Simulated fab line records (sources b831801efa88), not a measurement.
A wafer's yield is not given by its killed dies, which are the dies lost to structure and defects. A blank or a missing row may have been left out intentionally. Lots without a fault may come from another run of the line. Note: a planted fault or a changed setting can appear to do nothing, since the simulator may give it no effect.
Matching of chambers	flow sky130	cmp-01 running SKY_VIA4_CMP_02: 4 sister chambers
The step polishes SiO2. 8 wafers are shown with their chamber, then 8 later ones without.

== WAFERS WITH THEIR CHAMBER ==
wafer	chamber	motor-current-A (A)
L393.3	3	9.6
L397.4	3	9.9
L400.1	1	14.4
L400.5	2	12.0
L401.4	0	11.1
L401.5	0	11.4
L401.6	1	15.3
L403.2	2	12.6

== WAFERS WITHOUT THEIR CHAMBER ==
wafer	motor-current-A (A)
L403.4	15.3
L403.6	14.3
L411.2	11.5
L411.5	15.0
L411.6	11.5
L414.1	12.7
L414.3	14.5
L414.4	11.1

== CHAMBER TAKEN BY EACH ==
wafer	from the rows above	in truth
L403.4	1	1
L403.6	1	1
L411.2	can't be placed: 0 or 2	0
L411.5	1	1
L411.6	can't be placed: 0 or 2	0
L414.1	2	2
L414.3	1	1
L414.4	0	0
Correctly placed: 6 of 8. From these rows, 2 cannot be placed; in 2 the true chamber is one of the candidates. 0 placed wrongly.
How it was worked out, from the rows above alone: a wafer's distance from a chamber is the root of the sum, over the readings, of the square of ((its reading less the chamber's mean) divided by the reading's scatter). If the next closest chamber is less than 2 further off than the closest, the wafer can't be placed; otherwise it belongs to the closest. A chamber's mean is the mean of its shown wafers. The scatter: take each reading less its chamber's mean, square it, sum over the shown wafers, divide by the number of wafers less the number of chambers, and take the root.
